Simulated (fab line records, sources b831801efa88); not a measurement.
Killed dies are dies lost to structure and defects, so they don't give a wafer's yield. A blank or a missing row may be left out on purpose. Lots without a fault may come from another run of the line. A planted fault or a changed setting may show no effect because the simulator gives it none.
Which tool did it? | flow gf180mcu | 13 lots, 39 wafers sampled, at 2 steps of a route of 602

WHAT THE GAUGES READ, wafer by wafer
GF_V3_BOW_MEAS_05. Usual: V3_BOW 118 um, standard deviation 8.6.
lot  | measured     | on            | V3_BOW (um) | flag
L952 | day 21 21:31 | film_metro-03 | 122 113 108 |
L953 | day 22 03:42 | film_metro-01 | 125 111 133 |
L954 | day 22 10:52 | film_metro-03 | 116 108 114 |
L955 | day 22 19:12 | film_metro-04 | 106 103 107 |
L956 | day 23 14:26 | film_metro-01 | 115 115 108 |
L958 | day 23 22:03 | film_metro-03 | 99 100 103  |
L960 | day 24 15:16 | film_metro-04 | 134 122 121 |
L968 | day 27 04:27 | film_metro-01 | 122 128 124 |
L970 | day 28 04:34 | film_metro-03 | 117 110 116 |
L971 | day 28 06:10 | film_metro-04 | 120 122 125 |
L973 | day 28 15:35 | film_metro-03 | 127 118 116 |
L972 | day 28 17:19 | film_metro-03 | 135 121 134 |
L974 | day 28 22:31 | film_metro-03 | 123 120 116 |

GF_V3_RS_MEAS_24: measures by four-point-probe. Usual: V3_W_RS 0.327 ohm/sq, standard deviation 0.0037.
lot  | measured     | on            | V3_W_RS (ohm/sq)  | flag
L952 | day 22 22:00 | film_metro-04 | 0.330 0.326 0.325 |
L953 | day 23 13:07 | film_metro-03 | 0.327 0.326 0.327 |
L954 | day 23 10:37 | film_metro-04 | 0.326 0.321 0.330 |
L955 | day 23 18:55 | film_metro-03 | 0.327 0.330 0.334 |
L956 | day 24 13:47 | film_metro-03 | 0.323 0.325 0.324 |
L958 | day 24 20:37 | film_metro-03 | 0.326 0.326 0.324 |
L960 | day 25 13:49 | film_metro-03 | 0.325 0.333 0.325 |
L968 | day 28 01:54 | film_metro-03 | 0.324 0.331 0.330 |
L970 | day 29 01:32 | film_metro-03 | 0.329 0.331 0.327 |
L971 | day 29 03:11 | film_metro-03 | 0.325 0.330 0.329 |
L973 | day 29 11:48 | film_metro-01 | 0.330 0.331 0.334 |
L972 | day 29 13:41 | film_metro-01 | 0.321 0.323 0.323 |
L974 | day 29 18:11 | film_metro-01 | 0.327 0.326 0.329 |

WHICH TOOL RAN EACH LOT (tool, then ch and the chambers of the sampled wafers, then the start)
The record holds no process step before these readings.

WHAT THE TOOLS THEMSELVES READ (means of the sampled wafers that have a number; where no wafer has one, the mark that the record gives instead)
The record holds no such reading with a usual standard deviation.

THE ANSWER, worked out from the rows above alone
Rule: a lot is off if the mean of its wafers that have a number lies more than 3 standard deviations from the usual mean. A lot without any number at a reading at which 4 lots or more have one is off too. The other lots that the step has rows for count as sound. The gauges are gone through in route order, then the tools' own readings, and for those a lot's mean is taken as printed above. The first step at which some lot is off is used, and at that step the reading that is off furthest; a lot without a number counts as furthest.
No lot is off at any reading shown: from this, nothing can be told.

WHAT THE SIMULATOR HAD PUT IN
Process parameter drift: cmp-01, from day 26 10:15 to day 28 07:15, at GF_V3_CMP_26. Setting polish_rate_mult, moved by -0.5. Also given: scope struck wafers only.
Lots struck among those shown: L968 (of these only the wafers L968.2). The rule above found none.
